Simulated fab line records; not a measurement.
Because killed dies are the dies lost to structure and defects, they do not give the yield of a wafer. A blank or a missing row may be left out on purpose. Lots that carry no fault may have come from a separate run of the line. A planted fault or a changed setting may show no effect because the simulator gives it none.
What tool caused it? | flow gf180mcu | 13 lots with 36 wafers sampled at 3 steps, on a route of 602 steps

WHAT THE GAUGES SHOWED, per wafer
GF_DNWELL_TW_MEAS_09. Usual: DNWELL_TW 1356, standard deviation 8.6.
lot  | measured    | on           | DNWELL_TW      | flag
L196 | day 2 19:06 | filmMetro-01 | 1358 1364 1364 | 
L197 | day 2 23:49 | filmMetro-04 | 1357 1353 1355 | 
L198 | day 3 09:10 | filmMetro-04 | 1350 1353 1357 | 
L200 | day 3 16:45 | filmMetro-01 | 1362 1515      | OFF
L202 | day 4 05:34 | filmMetro-03 | 1514 1347      | OFF
L208 | day 5 09:42 | filmMetro-03 | 1528 1371      | OFF
L209 | day 5 17:00 | filmMetro-01 | 1367 1358 1365 | 
L210 | day 5 21:45 | filmMetro-04 | 1361 1361 1351 | 
L212 | day 6 06:36 | filmMetro-01 | 1376 1373 1365 | 
L213 | day 6 12:14 | filmMetro-03 | 1355 1354 1345 | 
L214 | day 6 16:40 | filmMetro-03 | 1350 1343 1332 | 
L215 | day 6 23:51 | filmMetro-04 | 1365 1361 1363 | 
L219 | day 7 21:24 | filmMetro-03 | 1348 1350 1351 | 

TOOL THAT RAN EACH LOT (tool first, then ch and the chambers of the sampled wafers, then the start)
lot  | GF_STI_CMP_25                | GF_DNWELL_IMPLANT_07
L196 | cmp-02 ch 0,1,2, day 2 04:02 | implanter-04 ch 0, day 2 18:52
L197 | cmp-01 ch 0,2,3, day 2 08:44 | implanter-01 ch 0, day 2 23:35
L198 | cmp-02 ch 0,1,3, day 2 15:23 | implanter-04 ch 0, day 3 08:56
L200 | cmp-01 ch 0,2, day 3 00:40   | implanter-01 ch 0, day 3 16:31
L202 | cmp-01 ch 0,2, day 3 11:53   | implanter-01 ch 0, day 4 05:19
L208 | cmp-01 ch 2,3, day 4 17:18   | implanter-01 ch 0, day 5 09:27
L209 | cmp-02 ch 0,1, day 5 00:25   | implanter-04 ch 0, day 5 16:45
L210 | cmp-02 ch 0,1,3, day 5 05:28 | implanter-02 ch 0, day 5 21:30
L212 | cmp-02 ch 0,1,3, day 5 13:23 | implanter-02 ch 0, day 6 06:21
L213 | cmp-02 ch 0,3, day 5 18:41   | implanter-02 ch 0, day 6 11:59
L214 | cmp-01 ch 0,1,2, day 5 23:17 | implanter-02 ch 0, day 6 16:25
L215 | cmp-02 ch 1,2,3, day 6 06:20 | implanter-04 ch 0, day 6 23:37
L219 | cmp-01 ch 1,2,3, day 7 01:35 | implanter-04 ch 0, day 7 21:09
- GF_STI_CMP_25: polishes, stops on Si3N4, t overpolish 33 s, target thk 524.6 nm.
- GF_DNWELL_IMPLANT_07

WHAT THE TOOLS THEMSELVES READ (means of the sampled wafers that have a number; where no wafer has one, the mark that the record gives instead)
GF_STI_CMP_25. Usual: edgeZonePressureFrac 1.001, standard deviation 0.0052; motorCurrentA 12.0 A, standard deviation 1.4; overpolishRunS 32.999 s, standard deviation 0.0095; timeToEndpointS 122 s, standard deviation 6.6.
lot  | tool   | edgeZonePressureFrac | motorCurrentA (A) | overpolishRunS (s) | timeToEndpointS (s) | flag
L196 | cmp-02 | 1.003                | 11.3              | 32.994             | 120                 | 
L197 | cmp-01 | 1.002                | 11.2              | 33.002             | 126                 | 
L198 | cmp-02 | 1.002                | 12.2              | 33.008             | 122                 | 
L200 | cmp-01 | 1.000                | 10.7              | 33.007             | 128                 | 
L202 | cmp-01 | 1.006                | 10.7              | 33.006             | 124                 | 
L208 | cmp-01 | 1.010                | 10.9              | 32.999             | 127                 | 
L209 | cmp-02 | 0.999                | 11.5              | 32.991             | 116                 | 
L210 | cmp-02 | 1.006                | 12.2              | 32.995             | 114                 | 
L212 | cmp-02 | 0.998                | 12.3              | 32.993             | 114                 | 
L213 | cmp-02 | 0.998                | 12.9              | 32.998             | 112                 | 
L214 | cmp-01 | 0.999                | 11.9              | 33.010             | 125                 | 
L215 | cmp-02 | 1.000                | 12.0              | 33.003             | 117                 | 
L219 | cmp-01 | 0.999                | 11.9              | 32.991             | 133                 | 

GF_DNWELL_IMPLANT_07. Usual: beamEnergyKeV 1500.0, standard deviation 0.47; beamOnS 10.02 s, standard deviation 0.2; faradayCurrentUA 56.3, standard deviation 1.1.
lot  | tool         | beamEnergyKeV | beamOnS (s) | faradayCurrentUA | flag
L196 | implanter-04 | 1500.2        | 9.95        | 56.5             | 
L197 | implanter-01 | 1499.6        | 10.08       | 55.9             | 
L198 | implanter-04 | 1499.9        | 9.97        | 56.6             | 
L200 | implanter-01 | 1500.2        | 12.08       | 48.4             | OFF
L202 | implanter-01 | 1499.7        | 11.86       | 49.0             | OFF
L208 | implanter-01 | 1500.0        | 12.16       | 48.2             | OFF
L209 | implanter-04 | 1499.2        | 10.12       | 55.8             | 
L210 | implanter-02 | 1500.2        | 10.04       | 56.2             | 
L212 | implanter-02 | 1500.1        | 9.83        | 57.4             | 
L213 | implanter-02 | 1500.1        | 9.97        | 56.4             | 
L214 | implanter-02 | 1499.9        | 9.99        | 56.6             | 
L215 | implanter-04 | 1500.5        | 10.00       | 56.5             | 
L219 | implanter-04 | 1499.7        | 9.96        | 56.6             | 

THE ANSWER, worked out from the rows above alone
Rule: take the mean of a lot's wafers that have a number; if it is more than 3 standard deviations from the usual mean, the lot is off. Also off: a lot with no number at a reading for which 4 or more lots have one. Where the step has rows for the other lots, those lots are counted as sound. Order of review: gauges by route order, followed by the tools' own readings, for which a lot's mean as printed above is used. At the first step where some lot is off, the reading lying furthest off is the one used; lots without a number count as furthest.
Off: at GF_DNWELL_TW_MEAS_09 (DNWELL_TW), L200, L202, L208.
A tool fits if, at a process step before that reading, it ran every lot that is off, and no sound lot after the first of them. The gauges at GF_DNWELL_TW_MEAS_09 aren't tried: what is off there is off at GF_DNWELL_IMPLANT_07 too, on other tools, and a gauge's error can't cause that. One fits: GF_DNWELL_IMPLANT_07 on implanter-01. Its last sound lot is L197 (day 2 23:35), its first lot that is off L200 (day 3 16:31): a fault that began between those two fits.
The tool's own readings at GF_DNWELL_IMPLANT_07 bear it out: on the lots that are off they differ by more than 5 times the standard deviation of the sound lots' means. beamOnS reads 12.03 s there against 9.99 s on the sound lots; faradayCurrentUA reads 48.5 there against 56.5 on the sound lots.

WHAT HAD BEEN PUT IN BY THE SIMULATOR
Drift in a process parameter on implanter-01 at GF_DNWELL_IMPLANT_07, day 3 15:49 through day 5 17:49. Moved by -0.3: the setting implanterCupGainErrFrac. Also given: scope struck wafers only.
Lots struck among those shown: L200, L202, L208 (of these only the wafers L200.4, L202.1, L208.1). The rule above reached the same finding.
